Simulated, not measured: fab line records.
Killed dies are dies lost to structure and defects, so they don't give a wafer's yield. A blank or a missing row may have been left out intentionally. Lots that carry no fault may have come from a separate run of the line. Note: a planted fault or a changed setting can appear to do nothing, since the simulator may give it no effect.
Matching of chambers ; flow gf180mcu ; 4 sister chambers for GF_V1_CMP_04 on cmp-02
The step polishes SiO2. 7 wafers are shown with their chamber, then 7 later ones without.

WAFERS WITH THEIR CHAMBER
wafer;chamber;motor-current-A (A);time-to-endpoint-s (s)
L715.3;1;12.3;74
L719.5;3;12.4;81
L720.3;2;11.9;66
L720.5;3;11.5;79
L720.6;0;13.5;73
L722.1;2;11.9;70
L722.2;0;12.5;80

WAFERS WITH NO CHAMBER GIVEN
wafer;motor-current-A (A);time-to-endpoint-s (s)
L722.3;11.2;74
L730.2;11.7;69
L730.4;11.8;74
L730.6;12.3;67
L737.1;13.6;78
L737.3;12.2;75
L737.5;11.8;81

EACH ONE'S CHAMBER
wafer;from the rows above;in truth
L722.3;can't be placed: 1 or 2 or 3 or 0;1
L730.2;can't be placed: 2 or 1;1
L730.4;can't be placed: 1 or 2 or 3 or 0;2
L730.6;can't be placed: 2 or 1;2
L737.1;can't be placed: 0 or 1 or 3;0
L737.3;can't be placed: 1 or 0 or 3 or 2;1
L737.5;can't be placed: 3 or 1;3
0 of 7 placed correctly. Unplaceable from these rows: 7, with the true chamber sitting among the candidates in 7. 0 placed wrongly.
How it was worked out, from the rows above alone: a wafer's distance from a chamber is the root of the sum, over the readings, of the square of ((its reading less the chamber's mean) divided by the reading's scatter). The wafer belongs to the nearest chamber; if the next one is less than 2 further off, it can't be placed. Each chamber's mean is taken over the wafers shown for it. The scatter is the square root of a quotient: the sum, over the shown wafers, of each reading's squared deviation from its chamber's mean, divided by wafers minus chambers.
